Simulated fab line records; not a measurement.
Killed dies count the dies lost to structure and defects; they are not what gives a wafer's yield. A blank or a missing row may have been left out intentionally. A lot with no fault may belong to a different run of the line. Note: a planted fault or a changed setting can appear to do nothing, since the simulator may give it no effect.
fab line records	flow sky130
record: lots: 7	wafers: 21	lastDay: 47
route steps=708 shown POLY_GATE@236 LDD_N@237 LDD_P@255 PAD_OPEN@708
lots that met no fault: taken from a fault-free run of the same line
startH: the number of hours between the record's first day and the start of the first shown wafer of the lot	waitH: hours from the lot's prior step to this one	" the same as in the row above	L1.1+2: a single row standing in for several wafers	- no value, or no start given	* or withheld: withheld	< > ~ a bound
route shown NAME@n: a module of which the file shows steps, and the number in the route of the first	usual: mean and standard deviation over wafers with no fault	same: alike in all rows	chamber/n: place in a boat	sites: the reading at each site	_std_site: standard deviation of those values	_edge_site: inner sites' mean taken away from outer sites' mean	radiusMm: how far each site lies from the wafer's centre	mask NAME#n: copy n	behind: tool/chamber where the wafer was last shaped	hold: the reason the lot was held/the length of the hold in hours/how it ended	device: the n, p or np transistor that did not switch	end of line: tests of these same wafers at the route's end	a step without rows: its recipe alone	killed: the dies lost at the first sort to structure and to defects; this is not the yield of the wafer	map: a wafer's dies, marking killed ones x, the rest . and places with no die _
set.NAME: the setting the step ran with; set.NAME@STEP: the setting that earlier step ran with	model.NAME: the simulator's own value behind a step, which no gauge read
lots at selected steps of the route; one table per step, one row per wafer
services: when a tool's chamber went out of use (startH, in hours from the record's first day, below 0 if earlier), for how many hours, and the reason
== steps ==
step: SKY_POLY_GATE_CD_MEAS_22
usual: cdNm: 149.9/2.4
lot.wafer	tool	chamber	startH	waitH	cdNm
L641.1	cdSem-02	-	375.20	0.1	149.4
L641.4	"	-	"	"	152.5
L641.5	"	-	"	"	149.3
L642.4	cdSem-01	-	386.06	0.1	147.3
L642.5	"	-	"	"	149.5
L642.6	"	-	"	"	151.6
L644.1	cdSem-01	-	410.91	0.1	151.0
L644.4	"	-	"	"	151.4
L644.5	"	-	"	"	150.7
L645.1	cdSem-02	-	417.27	0.1	150.1
L645.2	"	-	"	"	151.2
L645.6	"	-	"	"	148.3
L647.1	cdSem-01	-	437.14	0.1	145.6
L647.3	"	-	"	"	149.1
L647.5	"	-	"	"	149.4
L648.2	cdSem-02	-	437.17	0.1	150.1
L648.3	"	-	"	"	148.8
L648.6	"	-	"	"	149.3
L649.1	cdSem-01	-	445.81	0.1	150.7
L649.2	"	-	"	"	153.3
L649.3	"	-	"	"	151.9
step: SKY_LDD_N_DEHYDRATE_00
recipe: tempC: 200	timeS: 60
step: SKY_LDD_N_HMDS_01
recipe: primeTimeS: 60	primeTempC: 120
step: SKY_LDD_N_COAT_02
recipe: resist: NOVOLAK	spinRpm: 3000	resistThkNm: 300
step: SKY_LDD_N_SOFTBAKE_03
recipe: tempC: 90	timeS: 60	resist: NOVOLAK
step: SKY_LDD_N_EXPOSE_04
recipe: maskId: NTM	targetCdNm: 840	na: 0.6	sourceShape: conventional	sigmaOuter: 0.6	doseMj: 110
step: SKY_LDD_N_PEB_05
recipe: tempC: withheld	timeS: *	resist: NOVOLAK
step: SKY_LDD_N_DEVELOP_06
recipe: developTimeS: 60	devTempC: 23
step: SKY_LDD_N_OVL_MEAS_07
usual: LDD_N_OVL: 0.4/1.5
lot.wafer	tool	chamber	startH	waitH	LDD_N_OVL[nm]
L641.1	overlay-01	-	404.61	0.1	1.8
L641.4	"	-	"	"	0.0
L641.5	"	-	"	"	0.5
L642.4	overlay-01	-	415.83	0.1	-1.6
L642.5	"	-	"	"	-1.3
L642.6	"	-	"	"	-0.7
L644.1	overlay-01	-	440.65	0.1	1.5
L644.4	"	-	"	"	1.0
L644.5	"	-	"	"	0.7
L645.1	overlay-02	-	446.76	0.1	3.0
L645.2	"	-	"	"	1.6
L645.6	"	-	"	"	3.3
L647.1	overlay-01	-	466.95	0.1	1.0
L647.3	"	-	"	"	1.1
L647.5	"	-	"	"	2.0
L648.2	overlay-02	-	467.09	0.1	-1.9
L648.3	"	-	"	"	-0.7
L648.6	"	-	"	"	-0.6
L649.1	overlay-02	-	476.06	0.1	0.4
L649.2	"	-	"	"	0.8
L649.3	"	-	"	"	-0.2
step: SKY_LDD_N_IMPLANT_08
recipe: species: As	energyKev: 20	doseCm2: 7.5e+13	tiltDeg: withheld	rotationDeg: 23
step: SKY_LDD_N_IMPLANT_09
recipe: species: As	energyKev: 20	doseCm2: 7.5e+13	tiltDeg: withheld	rotationDeg: 113
step: SKY_LDD_N_IMPLANT_10
recipe: species: As	energyKev: 20	doseCm2: 7.5e+13	tiltDeg: withheld	rotationDeg: 203
step: SKY_LDD_N_IMPLANT_11
recipe: species: As	energyKev: 20	doseCm2: 7.5e+13	tiltDeg: withheld	rotationDeg: 293
usual: implantIonAmu: 75/0
lot.wafer	tool	chamber	startH	waitH	implantIonAmu	model.implant.rpNm	model.implant.drpNm
L641.1	implanter-03	0	405.10	0.1	75	15.45	7.212
L641.4	"	0	"	"	75	15.45	7.212
L641.5	"	0	"	"	75	15.45	7.212
L642.4	implanter-03	0	416.37	0.1	75	16.32	7.212
L642.5	"	0	"	"	75	16.32	7.212
L642.6	"	0	"	"	75	16.32	7.212
L644.1	implanter-03	0	441.14	0.1	75	16.02	7.212
L644.4	"	0	"	"	75	16.02	7.212
L644.5	"	0	"	"	75	16.02	7.212
L645.1	implanter-01	0	447.25	0.1	75	15.91	7.212
L645.2	"	0	"	"	75	15.91	7.212
L645.6	"	0	"	"	75	15.91	7.212
L647.1	implanter-01	0	467.44	0.1	31	26.78	12.97
L647.3	"	0	"	"	31	26.78	12.97
L647.5	"	0	"	"	31	26.78	12.97
L648.2	implanter-03	0	467.60	0.1	31	28.26	12.97
L648.3	"	0	"	"	31	28.26	12.97
L648.6	"	0	"	"	31	28.26	12.97
L649.1	implanter-04	0	476.55	0.1	31	27.77	12.97
L649.2	"	0	"	"	31	27.77	12.97
L649.3	"	0	"	"	31	27.77	12.97
step: SKY_LDD_N_IMPLANT_12
recipe: species: BF2	energyKev: 50	doseCm2: 5e+12	tiltDeg: 30	rotationDeg: 0
step: SKY_LDD_N_IMPLANT_13
recipe: species: BF2	energyKev: 50	doseCm2: 5e+12	tiltDeg: 30	rotationDeg: 90
step: SKY_LDD_N_IMPLANT_14
recipe: species: BF2	energyKev: 50	doseCm2: 5e+12	tiltDeg: 30	rotationDeg: 180
step: SKY_LDD_N_IMPLANT_15
recipe: species: BF2	energyKev: 50	doseCm2: 5e+12	tiltDeg: 30	rotationDeg: 270
step: SKY_LDD_N_STRIP_16
recipe: chemistry: O2/N2	powerW: 1400	pressureMtorr: 1500	platenTempC: withheld	o2FlowSccm: 3000	n2FlowSccm: 300	overashFraction: 0.5
usual: drypumpMotorCurrentA: 5.9/0.41	oesProductAu: 0.407/0.0047	stripTimeToEndpointS: 4.320/0.013
lot.wafer	tool	chamber	startH	waitH	drypumpMotorCurrentA	oesProductAu	rfHoursCounterH	stripTimeToEndpointS
L641.1	plasmaAsher-01	1	405.85	0.1	5.2	0.405	63	4.321
L641.4	"	1	"	"	5.2	0.404	-	4.340
L641.5	"	1	"	"	5.2	0.406	-	4.328
L642.4	plasmaAsher-01	1	417.08	0.1	5.2	0.404	-	4.315
L642.5	"	1	"	"	5.2	0.404	-	4.309
L642.6	"	0	"	"	5.5	0.400	-	4.312
L644.1	plasmaAsher-02	0	441.89	0.1	5.9	0.406	32	4.313
L644.4	"	1	"	"	5.9	0.413	-	4.335
L644.5	"	1	"	"	5.9	0.407	-	4.316
L645.1	plasmaAsher-03	1	448.00	0.1	6.0	0.414	2	4.307
L645.2	"	0	"	"	6.6	0.410	2	4.347
L645.6	"	0	"	"	6.6	0.407	-	4.345
L647.1	plasmaAsher-02	0	468.19	0.1	5.9	0.407	34	4.224
L647.3	"	0	"	"	5.9	0.410	-	4.254
L647.5	"	0	"	"	5.9	0.407	-	4.243
L648.2	plasmaAsher-03	1	468.32	0.1	6.0	0.410	3	4.243
L648.3	"	1	"	"	6.0	0.398	-	4.226
L648.6	"	0	"	"	6.6	0.408	-	4.217
L649.1	plasmaAsher-02	1	477.30	0.1	5.9	0.408	35	4.223
L649.2	"	0	"	"	5.9	0.398	35	4.227
L649.3	"	0	"	"	5.9	0.402	-	4.226
step: SKY_LDD_N_TW_MEAS_17
usual: LDD_N_TW: 2601/12
lot.wafer	tool	chamber	startH	waitH	LDD_N_TW
L641.1	filmMetro-02	-	405.95	0.1	2618
L641.4	"	-	"	"	2589
L641.5	"	-	"	"	2596
L642.4	filmMetro-04	-	417.18	0.1	2613
L642.5	"	-	"	"	2596
L642.6	"	-	"	"	2604
L644.1	filmMetro-04	-	442.01	0.1	2605
L644.4	"	-	"	"	2585
L644.5	"	-	"	"	2593
L645.1	filmMetro-01	-	448.10	0.1	2609
L645.2	"	-	"	"	2594
L645.6	"	-	"	"	2601
L647.1	filmMetro-04	-	468.29	0.1	2552
L647.3	"	-	"	"	2558
L647.5	"	-	"	"	2555
L648.2	filmMetro-02	-	468.43	0.1	2558
L648.3	"	-	"	"	2564
L648.6	"	-	"	"	2539
L649.1	filmMetro-04	-	477.40	0.1	2561
L649.2	"	-	"	"	2564
L649.3	"	-	"	"	2553
step: SKY_LDD_P_DEHYDRATE_00
recipe: tempC: 200	timeS: 60
step: SKY_PAD_OPEN_PROBE_99
usual: killed_at_M0_to_M3: 43/6.8	killed_at_M4_up: 3.1/1.6	killedAtContacts: 24/5.4	killedAtFrontEnd: 16/4.4	killedAtOther: 0.2/0.48	killedDies: 87/8.8	killedOpen: 48/6.4	killedShort: 39/6.2
same: grossDies: 492	killedAtBackSide: 0
lot.wafer	tool	chamber	startH	waitH	killed_at_M0_to_M3	killed_at_M4_up	killedAtContacts	killedAtFrontEnd	killedAtOther	killedDies	killedOpen	killedShort	model.etest.nfet_01v8_lvt.driveUaUm	model.etest.tipN.rsOhmSq	model.etest.nfet_01v8_swapped.driveUaUm	model.etest.nfet_01v8.driveUaUm	model.etest.sramNfetPass.driveUaUm	model.etest.nfet_01v8_turned.driveUaUm	model.etest.nfet_01v8.rOnOhmUm	model.etest.resNdiff.rsOhmSq
L641.1	prober-01	-	1078.46	0.1	40	2	29	20	0	91	46	45	555	441.6	482.3	481.3	473.1	479.9	850.1	120
L641.4	prober-01	-	1078.61	0.2	49	4	25	21	0	99	47	52	546.3	439.7	479.5	477.6	457.1	476.3	870.9	119.4
L641.5	prober-01	-	1078.66	0.2	39	5	20	17	0	81	33	48	557.9	439	486.7	487.4	473.2	490.9	845.6	120
L642.4	prober-02	-	1084.39	0.2	46	4	14	21	0	85	49	36	590.9	432.8	518.5	517.3	493.5	519.3	812.5	118.5
L642.5	prober-02	-	1084.44	0.2	35	3	20	14	0	72	45	27	582.5	440	509.8	506.1	482.4	509.8	820.5	119
L642.6	prober-02	-	1084.49	0.2	64	4	21	15	0	104	54	50	576.4	437.6	507.8	507	480.4	507.2	819.5	118.8
L644.1	prober-02	-	1101.12	0.1	43	4	23	12	0	82	42	40	597.8	439.3	522.7	518.2	516.8	514	798.1	120.1
L644.4	prober-02	-	1101.27	0.2	46	4	31	12	1	94	52	42	583	439	510.1	514.1	498.2	515.7	817.3	119.3
L644.5	prober-02	-	1101.32	0.2	43	2	18	16	1	80	40	40	591.6	442.3	522.3	521.6	521.4	521	799	119.7
L645.1	prober-02	-	1118.58	0.1	37	3	20	15	1	76	39	37	588.9	441.1	520.4	513.7	506.3	517.5	825.3	117.9
L645.2	prober-02	-	1118.63	0.1	42	3	29	15	0	89	40	49	592.1	442.5	520.1	517.2	512.8	518.5	809.1	117.6
L645.6	prober-02	-	1118.83	0.2	49	1	15	10	0	75	39	36	580.4	441.1	512.1	512.6	502.2	514.4	811.3	116.4
L647.1	prober-01	-	1122.81	0.1	35	1	25	14	1	76	42	34	654	383.4	578.8	578	555.8	575.6	754.5	117.5
L647.3	prober-01	-	1122.91	0.2	41	4	23	21	0	89	45	44	634.7	389.1	553	551.5	526.5	547.3	788.8	117.9
L647.5	prober-01	-	1123.01	0.2	55	1	20	15	0	91	45	46	647.6	382.9	567.9	567.9	555.2	568.3	764	116.7
L648.2	prober-02	-	1123.96	0.1	40	4	24	13	0	81	44	37	623.7	383.9	549.5	549.6	536.2	537.1	796.6	116.8
L648.3	prober-02	-	1124.01	0.2	47	6	31	13	0	97	52	45	615.7	384.5	536.5	531.2	522.1	527.7	817.9	117.3
L648.6	prober-02	-	1124.16	0.2	48	4	25	16	0	93	54	39	627.6	380.9	546.4	547	513.1	535.3	800.1	117.4
L649.1	prober-01	-	1124.88	0.1	41	3	29	21	0	94	48	46	608.3	383.3	530.6	534.8	526.4	527.1	819.4	116.7
L649.2	prober-01	-	1124.93	0.1	37	3	36	19	0	95	50	45	616.1	386.2	541.1	538.6	533.7	524.8	813.5	116.7
L649.3	prober-01	-	1124.98	0.2	43	4	22	11	0	80	38	42	619.6	385.4	541.6	533.8	528.7	535	810.5	117
killed by level:class
L641.1 METAL2:geometricParticle:short=8 POLY_GATE:geometricParticle:open=7 CONTACT:geometricParticle:short=7 LI_CONTACT:geometricParticle:open=6 LOCAL_INTERCONNECT:geometricParticle:short=6 CONTACT:geometricParticle:open=6 VIA3:geometricParticle:open=6 FIELD_ISO:geometricParticle:open=4
L641.4 FIELD_ISO:geometricParticle:open=10 VIA3:geometricParticle:open=7 CONTACT:geometricParticle:open=7 CONTACT:geometricParticle:short=7 METAL1:geometricParticle:short=6 VIA1:geometricParticle:short=6 METAL2:geometricParticle:short=6 VIA2:geometricParticle:open=6
L641.5 METAL2:geometricParticle:short=11 FIELD_ISO:geometricParticle:short=8 CONTACT:geometricParticle:open=7 VIA1:geometricParticle:short=7 VIA2:geometricParticle:open=6 CONTACT:geometricParticle:short=5 VIA1:geometricParticle:open=5 VIA3:geometricParticle:open=5
L642.4 VIA1:geometricParticle:open=10 CONTACT:geometricParticle:open=8 VIA2:geometricParticle:open=8 POLY_GATE:geometricParticle:open=7 METAL1:geometricParticle:short=7 FIELD_ISO:geometricParticle:short=6 METAL2:geometricParticle:short=6 VIA3:geometricParticle:open=5
L642.5 CONTACT:geometricParticle:open=9 VIA1:geometricParticle:open=8 VIA3:geometricParticle:open=8 VIA2:geometricParticle:open=6 LI_CONTACT:geometricParticle:open=5 FIELD_ISO:geometricParticle:short=4 POLY_GATE:geometricParticle:open=4 VIA1:geometricParticle:short=4
L642.6 VIA1:geometricParticle:open=16 METAL2:geometricParticle:short=10 VIA2:geometricParticle:open=9 CONTACT:geometricParticle:open=8 VIA3:geometricParticle:open=7 VIA2:geometricParticle:short=7 VIA1:geometricParticle:short=6 FIELD_ISO:geometricParticle:open=4
L644.1 METAL1:geometricParticle:short=10 CONTACT:geometricParticle:short=7 CONTACT:geometricParticle:open=7 VIA2:geometricParticle:open=7 LI_CONTACT:geometricParticle:open=6 VIA1:geometricParticle:open=6 VIA3:geometricParticle:open=6 POLY_GATE:geometricParticle:open=4
L644.4 CONTACT:geometricParticle:open=16 METAL1:geometricParticle:short=8 LI_CONTACT:geometricParticle:open=7 VIA3:geometricParticle:open=7 VIA1:geometricParticle:open=6 METAL3:geometricParticle:short=6 VIA1:geometricParticle:short=5 FIELD_ISO:geometricParticle:open=4
L644.5 METAL1:geometricParticle:short=10 LI_CONTACT:geometricParticle:open=9 VIA1:geometricParticle:open=7 VIA1:geometricParticle:short=6 FIELD_ISO:geometricParticle:open=5 CONTACT:geometricParticle:open=5 POLY_GATE:geometricParticle:short=4 METAL3:geometricParticle:short=4
L645.1 VIA1:geometricParticle:open=11 METAL1:geometricParticle:short=8 CONTACT:geometricParticle:open=7 FIELD_ISO:geometricParticle:open=5 VIA2:geometricParticle:open=5 LI_CONTACT:geometricParticle:open=5 CONTACT:geometricParticle:short=4 METAL2:geometricParticle:short=4
L645.2 CONTACT:geometricParticle:open=12 METAL2:geometricParticle:short=9 VIA1:geometricParticle:open=7 LI_CONTACT:geometricParticle:short=6 POLY_GATE:geometricParticle:short=5 VIA1:geometricParticle:short=5 METAL3:geometricParticle:short=5 LI_CONTACT:geometricParticle:open=4
L645.6 VIA1:geometricParticle:open=12 VIA2:geometricParticle:open=7 CONTACT:geometricParticle:open=6 METAL1:geometricParticle:short=6 METAL2:geometricParticle:short=5 VIA1:geometricParticle:short=5 LI_CONTACT:geometricParticle:open=4 METAL2:geometricParticle:open=4
L647.1 VIA1:geometricParticle:open=13 CONTACT:geometricParticle:open=8 LI_CONTACT:geometricParticle:open=7 CONTACT:geometricParticle:short=7 METAL2:geometricParticle:short=6 FIELD_ISO:geometricParticle:open=4 VIA3:geometricParticle:open=4 FIELD_ISO:geometricParticle:short=3
L647.3 VIA1:geometricParticle:open=12 CONTACT:geometricParticle:open=9 FIELD_ISO:geometricParticle:open=7 CONTACT:geometricParticle:short=6 METAL2:geometricParticle:short=6 VIA3:geometricParticle:open=6 LOCAL_INTERCONNECT:geometricParticle:short=4 FIELD_ISO:geometricParticle:short=4
L647.5 VIA1:geometricParticle:open=13 CONTACT:geometricParticle:open=11 FIELD_ISO:geometricParticle:short=7 VIA2:geometricParticle:open=7 METAL2:geometricParticle:short=6 METAL1:geometricParticle:short=6 VIA1:geometricParticle:short=5 VIA3:geometricParticle:short=5
L648.2 VIA1:geometricParticle:open=9 LI_CONTACT:geometricParticle:open=6 CONTACT:geometricParticle:open=6 METAL1:geometricParticle:short=6 VIA2:geometricParticle:open=6 METAL4:geometricParticle:short=4 LI_CONTACT:geometricParticle:short=4 CONTACT:geometricParticle:short=4
L648.3 LI_CONTACT:geometricParticle:open=10 LOCAL_INTERCONNECT:geometricParticle:short=8 METAL1:geometricParticle:short=8 METAL2:geometricParticle:short=8 VIA3:geometricParticle:open=8 VIA2:geometricParticle:open=6 CONTACT:geometricParticle:open=6 VIA1:geometricParticle:open=6
L648.6 CONTACT:geometricParticle:open=13 VIA2:geometricParticle:open=10 VIA1:geometricParticle:open=8 FIELD_ISO:geometricParticle:open=6 CONTACT:geometricParticle:short=5 VIA3:geometricParticle:open=5 METAL1:geometricParticle:short=5 VIA1:geometricParticle:short=5
L649.1 CONTACT:geometricParticle:open=9 VIA1:geometricParticle:open=9 POLY_GATE:geometricParticle:open=8 LOCAL_INTERCONNECT:geometricParticle:short=8 METAL1:geometricParticle:short=8 VIA2:geometricParticle:open=7 CONTACT:geometricParticle:short=6 VIA3:geometricParticle:open=6
L649.2 VIA1:geometricParticle:open=15 CONTACT:geometricParticle:open=10 CONTACT:geometricParticle:short=9 LOCAL_INTERCONNECT:geometricParticle:short=7 VIA2:geometricParticle:open=7 FIELD_ISO:geometricParticle:short=6 POLY_GATE:geometricParticle:short=5 LI_CONTACT:geometricParticle:open=5
L649.3 METAL1:geometricParticle:short=10 VIA3:geometricParticle:open=8 CONTACT:geometricParticle:open=6 LOCAL_INTERCONNECT:geometricParticle:short=5 VIA1:geometricParticle:open=5 FIELD_ISO:geometricParticle:short=4 LI_CONTACT:geometricParticle:open=4 CONTACT:geometricParticle:short=4
== services ==
tool	chamber	startH	hours	kind
implanter-04	-	397.01	4.4	repair
implanter-01	-	405.72	1.7	repair
implanter-04	-	414.82	4.2	repair
plasmaAsher-03	-	421.25	9.0	pm
plasmaAsher-03	0	421.25	9.0	ventCycle
plasmaAsher-03	1	421.25	9.0	ventCycle
plasmaAsher-03	0	430.25	-	clean
plasmaAsher-03	1	430.25	-	clean
implanter-03	-	444.97	8.3	repair
plasmaAsher-02	-	457.38	2.8	pm
implanter-01	-	462.12	1.5	repair
== key ==
firstSign: step: SKY_LDD_N_IMPLANT_11	reading: implantIonAmu	direction: down	sigmas: 99+	usual: 75	struck: 31
effect: step: SKY_LDD_N_STRIP_16	reading: stripTimeToEndpointS	direction: down	sigmas: 6.9	usual: *	struck: *
effect: step: SKY_LDD_N_TW_MEAS_17	reading: LDD_N_TW	direction: down	sigmas: 3.8	usual: 2601	struck: 2556
modelEffect: step: SKY_LDD_N_IMPLANT_11	value: implant.rpNm	without: 15.69	struck: 27.6
modelEffect: step: SKY_PAD_OPEN_PROBE_99	value: etest.nfet_01v8_lvt.driveUaUm	without: 569.8	struck: 627.5
metAt SKY_LDD_N_IMPLANT_11
struckWafers L647.1,L647.3,L647.5,L648.2,L648.3,L648.6,L649.1,L649.2,L649.3
testerLeftOut L647,L648,L649
onsetBetween 447.25 467.44
fault: kind: wrongRecipeDownload	tool: implanter-01,implanter-03,implanter-04	chamber: -	onsetH: 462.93	steps: SKY_LDD_N_IMPLANT_11	wrongRecipe.notListed: 1
testerLeftOut: of these lots the tester's yield and bins aren't shown, on N5 and GAA mostly nor the transistor test; their killed dies are dies lost to structure and defects alone, not to doping, threshold or leakage, so they don't give the yield
